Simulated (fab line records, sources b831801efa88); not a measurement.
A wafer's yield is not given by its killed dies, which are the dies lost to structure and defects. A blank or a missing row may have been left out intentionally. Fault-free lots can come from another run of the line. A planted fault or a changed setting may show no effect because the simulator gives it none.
Which of the tools did it?    flow sky130    Sampling: 12 lots, 36 wafers, 4 of 708 route steps

## WHAT EACH GAUGE READ, for each wafer
SKY_CONTACT_THK_MEAS_26: measures by xrf. Usual: CONTACT_W_THK typically reads 351 nm, with standard deviation 7.8.
lot   measured      on             CONTACT_W_THK (nm)  flag
L511  day 31 15:50  film_metro-02  340 352 352         
L513  day 32 04:47  film_metro-02  349 359 366         
L514  day 33 01:55  film_metro-02  370 356 356         
L519  day 34 22:16  film_metro-02  353 340 354         
L520  day 35 04:23  film_metro-02  366 357 368         
L525  day 36 11:52  film_metro-03  344 350 350         
L526  day 36 14:02  film_metro-01  348 350 352         
L528  day 37 06:28  film_metro-01  346 352 346         
L529  day 37 10:13  film_metro-01  347 345 355         
L530  day 37 14:46  film_metro-02  349 349 352         
L533  day 38 19:44  film_metro-01  343 353 338         
L534  day 39 06:44  film_metro-03  348 345 332         

SKY_METAL1_CD_MEAS_15 targets a cd of 140 nm. Usual: cd_nm reads 139.3 nm (standard deviation 1.7).
lot   measured      on         cd_nm (nm)         flag
L511  day 32 19:27  cd_sem-02  138.6 139.0 139.0  
L513  day 33 08:13  cd_sem-02  139.4 138.1 139.2  
L514  day 34 05:11  cd_sem-01  142.2 143.6 142.7  
L519  day 36 00:32  cd_sem-02  140.8 142.0 141.1  
L520  day 36 07:40  cd_sem-01  142.2 142.4 143.4  
L525  day 37 14:28  cd_sem-02  137.5 137.4 137.2  
L526  day 37 16:17  cd_sem-01  138.8 139.5 139.6  
L528  day 38 08:52  cd_sem-02  135.3 136.0 136.0  
L529  day 38 12:47  cd_sem-02  139.3 139.1 139.0  
L530  day 38 16:59  cd_sem-02  139.7 139.4 138.1  
L533  day 39 21:15  cd_sem-02  141.1 140.6 140.7  
L534  day 40 07:18  cd_sem-01  139.1 140.7 138.0  

SKY_VIA1_BOW_MEAS_03. Usual: VIA1_BOW typically reads 81 um, with standard deviation 6.8.
lot   measured      on             VIA1_BOW (um)      flag
L511  day 32 20:51  film_metro-02  76 76 80           
L513  day 33 09:37  film_metro-03  74 85 88           
L514  day 34 06:36  film_metro-03  76 71 70           
L519  day 36 01:57  film_metro-03  106 109 103 - - -  OFF
L520  day 36 09:05  film_metro-03  108 111 107 - - -  OFF
L525  day 37 15:52  film_metro-04  72 83 71           
L526  day 37 17:41  film_metro-04  82 81 84           
L528  day 38 10:20  film_metro-02  77 83 77           
L529  day 38 14:13  film_metro-03  88 92 86           
L530  day 38 18:24  film_metro-04  93 75 80           
L533  day 39 22:41  film_metro-03  88 81 86           
L534  day 40 08:46  film_metro-04  68 72 73           

## WHAT TOOL EACH LOT RAN ON (gives the tool, then ch and the chambers of the sampled wafers, and finally the start)
lot   SKY_VIA1_CMP_02
L511  cmp-02 ch 0,1,3, day 32 20:31
L513  cmp-01 ch 1,3, day 33 09:22
L514  cmp-01 ch 0,1,3, day 34 06:24
L519  cmp-02 ch 0,1,2, day 36 01:39
L520  cmp-01 ch 0,2,3, day 36 08:50
L525  cmp-01 ch 0,2,3, day 37 15:37
L526  cmp-02 ch 0,2,3, day 37 17:25
L528  cmp-02 ch 1,3, day 38 10:01
L529  cmp-02 ch 0,2,3, day 38 14:01
L530  cmp-01 ch 1,2,3, day 38 18:12
L533  cmp-01 ch 0,2,3, day 39 22:21
L534  cmp-02 ch 1,2,3, day 40 08:33
- SKY_VIA1_CMP_02: polishes SiO2.

## WHAT THE TOOLS THEMSELVES READ (means of the sampled wafers that have a number; where no wafer has one, the mark that the record gives instead)
SKY_VIA1_CMP_02. Usual: edge_zone_pressure_frac 1.000, standard deviation 0.0047; head_pressure_psi 4.000 psi, standard deviation 0.0087; motor_current_A 12.2 A, standard deviation 1.
lot   tool    edge_zone_pressure_frac  head_pressure_psi (psi)  motor_current_A (A)  flag
L511  cmp-02  1.002                    3.992                    12.0                 
L513  cmp-01  0.998                    4.005                    10.7                 
L514  cmp-01  1.001                    3.989                    11.5                 
L519  cmp-02  -                        -                        -                    OFF
L520  cmp-01  -                        -                        -                    OFF
L525  cmp-01  1.002                    4.003                    12.2                 
L526  cmp-02  1.002                    4.008                    12.9                 
L528  cmp-02  1.001                    4.002                    12.2                 
L529  cmp-02  1.001                    3.992                    12.9                 
L530  cmp-01  1.001                    4.005                    12.2                 
L533  cmp-01  0.997                    4.000                    12.0                 
L534  cmp-02  1.000                    3.993                    12.4                 

## THE ANSWER, worked out from the rows above alone
Rule: a lot is off if the mean of its wafers that have a number lies more than 3 standard deviations from the usual mean. A lot without any number at a reading at which 4 lots or more have one is off too. Any other lot the step has rows for is counted as sound. After the gauges, taken in route order, come the tools' own readings; for these a lot's mean is taken, as printed above. At the first step where some lot is off, the reading lying furthest off is the one used; lots without a number count as furthest.
Off: L519, L520, seen at SKY_VIA1_BOW_MEAS_03 (VIA1_BOW).
If a tool, at a process step before that reading, ran all the lots that are off and no sound lot after the first of them, it fits. Not tried: the gauges at SKY_VIA1_BOW_MEAS_03; whatever is off there is also off at SKY_VIA1_CMP_02, on other tools, and gauge error can't account for it. No candidate that was tried fits.

## WHAT THE SIMULATOR PUT IN
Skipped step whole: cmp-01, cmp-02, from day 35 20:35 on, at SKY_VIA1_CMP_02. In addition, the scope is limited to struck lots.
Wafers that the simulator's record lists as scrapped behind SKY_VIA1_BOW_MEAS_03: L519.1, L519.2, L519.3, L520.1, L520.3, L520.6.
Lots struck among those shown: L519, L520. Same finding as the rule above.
